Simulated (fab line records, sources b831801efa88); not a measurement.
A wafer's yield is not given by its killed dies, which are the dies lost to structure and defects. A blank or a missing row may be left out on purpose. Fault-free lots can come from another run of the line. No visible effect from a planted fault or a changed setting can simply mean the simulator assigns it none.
Which tool did it? / flow sky130 / 18 wafers from 6 lots sampled at 3 of the route's 708 steps

## WHAT THE GAUGES SHOWED, per wafer
SKY_LDD_P_CD_MEAS_07: target cd 380 nm.
lot=L852; measured=day 18 20:32; on=cd_sem-02; cd_nm (nm)=381.6 383.3 385.4
lot=L855; measured=day 22 00:14; on=cd_sem-01; cd_nm (nm)=378.6 380.4 379.5
lot=L859; measured=day 22 18:12; on=cd_sem-02; cd_nm (nm)=377.5 379.2 379.4
lot=L868; measured=day 25 02:19; on=cd_sem-01; cd_nm (nm)=386.2 384.4 381.0
lot=L871; measured=day 26 09:04; on=cd_sem-02; cd_nm (nm)=383.8 387.6 384.3
lot=L873; measured=day 26 19:07; on=cd_sem-01; cd_nm (nm)=380.8 382.7 379.8

## WHICH TOOL RAN EACH LOT (tool, then ch and the chambers of the sampled wafers, then the start)
lot=L852; SKY_POLY_GATE_ETCH_16=rie_diel-03 ch 1,3, day 16 08:10; SKY_LDD_P_EXPOSE_04=iline_stepper-02 ch 0, day 18 05:39
lot=L855; SKY_POLY_GATE_ETCH_16=rie_diel-03 ch 1,2,3, day 19 08:31; SKY_LDD_P_EXPOSE_04=iline_stepper-02 ch 0, day 21 09:50
lot=L859; SKY_POLY_GATE_ETCH_16=rie_diel-04 ch 1,3, day 20 02:43; SKY_LDD_P_EXPOSE_04=iline_stepper-02 ch 0, day 22 03:04
lot=L868; SKY_POLY_GATE_ETCH_16=rie_diel-04 ch 0,1,3, day 22 11:44; SKY_LDD_P_EXPOSE_04=iline_stepper-01 ch 0, day 24 11:44
lot=L871; SKY_POLY_GATE_ETCH_16=rie_diel-01 ch 1,3, day 23 19:23; SKY_LDD_P_EXPOSE_04=iline_stepper-01 ch 0, day 25 18:55
lot=L873; SKY_POLY_GATE_ETCH_16=rie_diel-03 ch 0,1,2, day 24 06:21; SKY_LDD_P_EXPOSE_04=iline_stepper-01 ch 0, day 26 04:41
- SKY_POLY_GATE_ETCH_16: etches Si3N4 in CH3F/O2, stops on poly-Si, time 147.5 s, target depth 75 nm.
- SKY_LDD_P_EXPOSE_04: exposes mask PSDM, target cd 380 nm.

## THE ANSWER, worked out from the rows above alone
Rule: usual is defined by the lots themselves. The widest of any qualifying gaps counts: lots, ordered by their means at a reading, are off when they make up no more than a third of the lots, leave a main group of 4 or more, and stand apart from it by 3 or more times the standard deviation of that group's means. If all means in a main group match to the digits the tables above print for the reading, that group is not used. A lot without any number at a reading at which 4 lots or more have one is off too. Any other lot the step has rows for is counted as sound.
No lot is off at any reading shown: from this, nothing can be told.

## WHAT WAS PUT IN BY THE SIMULATOR
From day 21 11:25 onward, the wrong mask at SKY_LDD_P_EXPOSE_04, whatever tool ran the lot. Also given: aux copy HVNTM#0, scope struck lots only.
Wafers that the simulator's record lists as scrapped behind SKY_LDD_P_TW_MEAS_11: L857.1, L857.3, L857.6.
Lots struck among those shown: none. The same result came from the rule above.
